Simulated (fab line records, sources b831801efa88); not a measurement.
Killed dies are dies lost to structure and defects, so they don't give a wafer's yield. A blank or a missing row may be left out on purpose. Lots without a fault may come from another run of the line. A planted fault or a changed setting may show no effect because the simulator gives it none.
Split-lot experiment | flow sfq_line | 5 lots, 23 wafers read, on a route of 325 steps

THE SPLIT
At SFQ_TRILAYER_R5_LITHO_PEB_139 (peb time 60 s), the setting peb_time_s was moved away from the recipe's 60 s on 9 of the 23 wafers read, by -12.3% to +11.2%. The other wafers ran this setting at the recipe's value.

The file shows no step between the split and the reading.

THE READING
R5.cd_nm (the simulator's own value, which no gauge read), in nm, at SFQ_TRILAYER_R5_BARC_OPEN_METAL_ETCH_177 (etches BARC in O2, target depth 125 nm, time 41.7 s). The file gives no usual value for it. The 14 wafers here that ran the recipe average 498.9 nm, standard deviation 1.1 nm.

wafer  | tool, chamber at the split | peb_time_s as run, s | against the recipe | R5.cd_nm, nm | against lot-mates on the recipe
L074.1 | litho_track-01, 0          | 53.13                | -11.4%             | 519          | +18.0
L074.2 | litho_track-01, 0          | 53.13                | -11.4%             | 517.1        | +16.1
L074.3 | litho_track-01, 0          | 60                   | recipe             | 500.9        | -
L074.5 | litho_track-01, 0          | 60                   | recipe             | 501.2        | -
L074.6 | litho_track-01, 0          | 53.13                | -11.4%             | 517.9        | +16.9
L078.1 | litho_track-03, 0          | 60                   | recipe             | 497.3        | -
L078.5 | litho_track-03, 0          | 60                   | recipe             | 497.3        | -
L078.3 | litho_track-03, 0          | 66.7                 | +11.2%             | 483.6        | -14.1
L078.4 | litho_track-03, 0          | 66.7                 | +11.2%             | 482.9        | -14.8
L078.6 | litho_track-03, 0          | 60                   | recipe             | 498.6        | -
L079.1 | litho_track-01, 0          | 60                   | recipe             | 498.7        | -
L079.2 | litho_track-01, 0          | 60                   | recipe             | 498.3        | -
L079.4 | litho_track-01, 0          | 60                   | recipe             | 497.9        | -
L082.1 | litho_track-03, 0          | 60                   | recipe             | 498.4        | -
L082.2 | litho_track-03, 0          | 56.34                | -6.1%              | 507.8        | +9.3
L082.3 | litho_track-03, 0          | 56.34                | -6.1%              | 507.3        | +8.8
L082.5 | litho_track-03, 0          | 60                   | recipe             | 497.9        | -
L082.6 | litho_track-03, 0          | 60                   | recipe             | 499.3        | -
L083.1 | litho_track-02, 0          | 60                   | recipe             | 499.8        | -
L083.2 | litho_track-02, 0          | 60                   | recipe             | 499.2        | -
L083.4 | litho_track-02, 0          | 60                   | recipe             | 499.3        | -
L083.5 | litho_track-02, 0          | 52.64                | -12.3%             | 518.7        | +19.3
L083.6 | litho_track-02, 0          | 52.64                | -12.3%             | 520.2        | +20.8

THE FIT
A straight line over all 23 wafers: R5.cd_nm changes by -1.57 nm for each +1% of peb_time_s; r = -0.99; the points scatter about the line by 1.3 nm.
The same after taking each lot's own level away (the mean of its wafers on the recipe; 23 wafers): -1.46 nm for each +1%; r = -1.00; scatter 0.94 nm.
On that fit, the largest move of peb_time_s shifts the reading by 18 nm.
The lots' own levels span 497.73 to 501.05 nm, that is 2.9 times the standard deviation above.
So the lot-to-lot level changes the slope little: the two slopes agree.
Check: with one of the wafers moved furthest among these (-12.3%) left out of the fit, the line predicts +18.1 nm for it against its lot-mates. It came out at +19.3 nm against them.

OTHER SPLITS ON THESE WAFERS
These wafers also went through other splits before the reading. Each is held against what the fit with the lots' levels taken away leaves over:
other split on the same wafers                          | wafers away from the commonest value | r with R5.cd_nm (lot level and that fit taken away)
SFQ_TRILAYER_M4_DEP_SPUTTER_091 power_w                 | 7                                    | -0.16
SFQ_TRILAYER_M4_LITHO_COAT_093 spin_rpm                 | 11                                   | +0.46
SFQ_TRILAYER_M4_BARC_OPEN_METAL_ETCH_123 pressure_mtorr | 10                                   | +0.26
SFQ_TRILAYER_I4_VIA_LITHO_COAT_108 resist_thk_nm        | 4                                    | -0.14
SFQ_TRILAYER_I4_VIA_BARC_OPEN_VIA_ETCH_146 time_s       | 11                                   | -0.01
SFQ_TRILAYER_JJ_TRILAYER_DEP_SPUTTER_110 time_s         | 6                                    | -0.37
SFQ_TRILAYER_JJ_CE_LITHO_COAT_114 resist_thk_nm         | 7                                    | +0.05
SFQ_TRILAYER_JJ_CE_LITHO_PEB_117 peb_temp_c             | 9                                    | -0.01
SFQ_TRILAYER_M5_LITHO_EXPOSE_124 dose_mj                | 7                                    | +0.27
SFQ_TRILAYER_R5_DEP_SPUTTER_134 power_w                 | 7                                    | -0.19

THE FILE'S OWN FIT
R5.cd_nm changes by -1.48 nm for each +1% of peb_time_s, r = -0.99.
